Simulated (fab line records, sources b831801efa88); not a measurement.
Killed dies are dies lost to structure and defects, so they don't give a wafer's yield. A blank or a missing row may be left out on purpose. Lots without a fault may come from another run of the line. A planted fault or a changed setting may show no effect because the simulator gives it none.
Which tool did it? | flow sky130 | 14 lots, 42 wafers sampled, at 2 steps of a route of 708

WHAT THE GAUGES READ, wafer by wafer
SKY_VT_ADJUST_NCORE_TW_MEAS_11.
lot  | measured     | on            | VT_ADJUST_NCORE_TW
L592 | day 8 23:02  | film_metro-02 | 221.3 219.3 220.2
L593 | day 8 23:04  | film_metro-03 | 222.3 221.8 221.0
L595 | day 9 21:04  | film_metro-04 | 219.1 220.7 220.7
L596 | day 9 23:58  | film_metro-03 | 221.7 221.2 221.7
L598 | day 10 16:04 | film_metro-04 | 220.2 222.1 220.8
L601 | day 11 14:50 | film_metro-02 | 211.1 210.4 211.0 211.0 212.4 211.5
L603 | day 12 00:52 | film_metro-04 | 221.8 221.5 220.1
L604 | day 12 13:37 | film_metro-02 | 213.2 214.5 213.8 213.2 213.6 213.3
L606 | day 12 20:01 | film_metro-04 | 220.3 218.6 220.4
L607 | day 13 06:25 | film_metro-02 | 220.0 221.2 221.2
L609 | day 13 18:55 | film_metro-03 | 220.7 222.0 221.8
L610 | day 14 01:53 | film_metro-02 | 220.9 219.8 219.9
L613 | day 15 07:40 | film_metro-04 | 220.8 219.1 218.9
L614 | day 15 14:23 | film_metro-04 | 220.5 219.8 220.0

WHICH TOOL RAN EACH LOT (tool, then ch and the chambers of the sampled wafers, then the start)
lot  | SKY_VT_ADJUST_NCORE_IMPLANT_09
L592 | implanter-02 ch 0, day 8 22:48
L593 | implanter-04 ch 0, day 8 22:49
L595 | implanter-01 ch 0, day 9 20:50
L596 | implanter-04 ch 0, day 9 23:45
L598 | implanter-02 ch 0, day 10 15:49
L601 | implanter-02 ch 0, day 11 14:36
L603 | implanter-04 ch 0, day 12 00:37
L604 | implanter-02 ch 0, day 12 13:22
L606 | implanter-01 ch 0, day 12 19:46
L607 | implanter-01 ch 0, day 13 06:11
L609 | implanter-04 ch 0, day 13 18:41
L610 | implanter-04 ch 0, day 14 01:40
L613 | implanter-02 ch 0, day 15 07:25
L614 | implanter-04 ch 0, day 15 14:08
- SKY_VT_ADJUST_NCORE_IMPLANT_09

WHAT THE TOOLS THEMSELVES READ (means of the sampled wafers that have a number; where no wafer has one, the mark that the record gives instead)
SKY_VT_ADJUST_NCORE_IMPLANT_09.
lot  | tool         | dose_ions_cm2 | faraday_current_uA
L592 | implanter-02 | 2.4017e+12    | 13.64
L593 | implanter-04 | 2.4014e+12    | 13.69
L595 | implanter-01 | 2.3980e+12    | 13.37
L596 | implanter-04 | 2.3992e+12    | 13.60
L598 | implanter-02 | 2.4004e+12    | 13.57
L601 | implanter-02 | 2.1095e+12    | 11.63
L603 | implanter-04 | 2.4007e+12    | 13.52
L604 | implanter-02 | 2.1105e+12    | 11.88
L606 | implanter-01 | 2.4006e+12    | 13.66
L607 | implanter-01 | 2.3975e+12    | 13.61
L609 | implanter-04 | 2.4006e+12    | 13.64
L610 | implanter-04 | 2.4005e+12    | 13.06
L613 | implanter-02 | 2.4017e+12    | 13.53
L614 | implanter-04 | 2.3977e+12    | 13.45

THE ANSWER, worked out from the rows above alone
Rule: what is usual is taken from the lots themselves. Put in order of their means at a reading, lots are off if they are a third of the lots or fewer, leave a main group of 4 or more, and stand apart from it by a gap of 3 or more times the standard deviation of the main group's means; of several such gaps the widest counts. A main group whose means are all the same, to the digits that the tables above print for the reading, isn't used. A lot without any number at a reading at which 4 lots or more have one is off too. The other lots that the step has rows for count as sound. The gauges are gone through in route order, then the tools' own readings, and for those a lot's mean is taken as printed above. The first step at which some lot is off is used, and at that step the reading that is off furthest; a lot without a number counts as furthest.
Off: L601, L604, at SKY_VT_ADJUST_NCORE_TW_MEAS_11 (VT_ADJUST_NCORE_TW). The main group: mean 220.7, standard deviation 0.69.
A tool fits if, at a process step before that reading, it ran every lot that is off, and no sound lot after the first of them. The gauges at SKY_VT_ADJUST_NCORE_TW_MEAS_11 aren't tried: what is off there is off at SKY_VT_ADJUST_NCORE_IMPLANT_09 too, on other tools, and a gauge's error can't cause that. None of those tried fits.

WHAT THE SIMULATOR HAD PUT IN
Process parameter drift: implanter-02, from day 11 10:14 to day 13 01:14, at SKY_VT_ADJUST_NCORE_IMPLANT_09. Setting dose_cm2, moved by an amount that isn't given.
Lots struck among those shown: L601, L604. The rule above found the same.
